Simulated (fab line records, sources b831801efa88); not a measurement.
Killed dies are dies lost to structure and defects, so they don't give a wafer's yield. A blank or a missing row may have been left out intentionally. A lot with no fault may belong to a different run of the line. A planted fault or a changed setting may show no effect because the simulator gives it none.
Shared-tool check	flow sky130	36 wafers sampled across 12 lots

## REASON IT WAS OPENED
At SKY_FIELD_ISO_THK_MEAS_02 the reading FIELD_ISO_OXIDATION_00_THK is flagged on 3 of 12 lots. No-fault wafers: 12.09 nm, standard deviation 0.21.
Rule: flag the lot when none of its wafers has a number, or when each of its wafers that has one lies beyond 4 standard deviations from that mean. The rest of the lots are taken to be sound.

lot	measured	on	FIELD_ISO_OXIDATION_00_THK (nm), wafer by wafer	flag
L798	day 1 11:55	film-metro-01	12.38 12.34 12.38	
L800	day 1 22:52	film-metro-01	11.93 12.05 11.93	
L803	day 2 12:59	film-metro-01	11.98 12.06 11.84	
L804	day 3 00:04	film-metro-01	13.89 13.88 14.10	FLAGGED
L805	day 3 00:04	film-metro-04	13.68 13.70 13.69	FLAGGED
L806	day 3 07:25	film-metro-02	13.87 14.06 14.19	FLAGGED
L808	day 3 13:38	film-metro-01	12.06 11.97 11.97	
L810	day 4 00:14	film-metro-02	11.86 11.78 11.89	
L814	day 4 23:40	film-metro-01	11.72 11.79 11.84	
L819	day 5 20:38	film-metro-02	12.06 12.07 12.05	
L820	day 6 02:16	film-metro-02	12.09 12.09 12.21	
L821	day 6 08:05	film-metro-04	11.83 11.83 11.75	
The mean of the flagged lots' numbers is 13.90 nm, +1.81 nm from the usual (+9 standard deviations).

## EACH LOT AND THE TOOL IT RAN ON
The record holds 1 process step before the reading, out of a route of 708 steps. Read each cell as the tool, then ch plus the chambers that the sampled wafers visited, then the start.
lot	flag	SKY_FIELD_ISO_OXIDATION_01
L798		furnace-02 ch 0, day 1 10:23
L800		furnace-02 ch 0, day 1 21:21
L803		furnace-02 ch 0, day 2 11:29
L804	FLAGGED	furnace-02 ch 0, day 2 22:33
L805	FLAGGED	furnace-02 ch 0, day 2 22:33
L806	FLAGGED	furnace-02 ch 0, day 3 05:55
L808		furnace-01 ch 0, day 3 12:07
L810		furnace-01 ch 0, day 3 22:43
L814		furnace-01 ch 0, day 4 22:09
L819		furnace-01 ch 0, day 5 19:07
L820		furnace-01 ch 0, day 6 00:45
L821		furnace-01 ch 0, day 6 06:34
What is done by these steps:
- SKY_FIELD_ISO_OXIDATION_01: stabilise 600 s, purge 300 s, target thk 12 nm.
- SKY_FIELD_ISO_THK_MEAS_02

## FLAGGED AGAINST TOTAL, ONE TOOL AT A TIME (gauges that did the reading follow at the end)
step	tool	lots run	flagged	share of the flagged lots	sound lots run after its first flagged lot
SKY_FIELD_ISO_OXIDATION_01	furnace-01	6	0	none	-
SKY_FIELD_ISO_OXIDATION_01	furnace-02	6	3	all	0
SKY_FIELD_ISO_THK_MEAS_02	film-metro-01	6	1	some	2 (L808,L814)
SKY_FIELD_ISO_THK_MEAS_02	film-metro-02	4	1	some	3 (L810,L819,L820)
SKY_FIELD_ISO_THK_MEAS_02	film-metro-04	2	1	some	1 (L821)

## WHAT THE TABLE ALLOWS
Rows of the table that ran each flagged lot: 1, that is furnace-02 at SKY_FIELD_ISO_OXIDATION_01.
- furnace-02 at SKY_FIELD_ISO_OXIDATION_01 ran 6 lots, 3 of them flagged. Its last sound lot is L803 (day 2 11:29), its first flagged lot L804 (day 2 22:33): a fault that began between those two fits.
One tool is left: furnace-02 at SKY_FIELD_ISO_OXIDATION_01.

## WHAT HAD BEEN PUT IN BY THE SIMULATOR
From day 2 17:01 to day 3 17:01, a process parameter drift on furnace-02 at SKY_FIELD_ISO_OXIDATION_01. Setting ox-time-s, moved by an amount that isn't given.
Struck lots among those shown: L804, L805, L806. The same result came from the rule above.
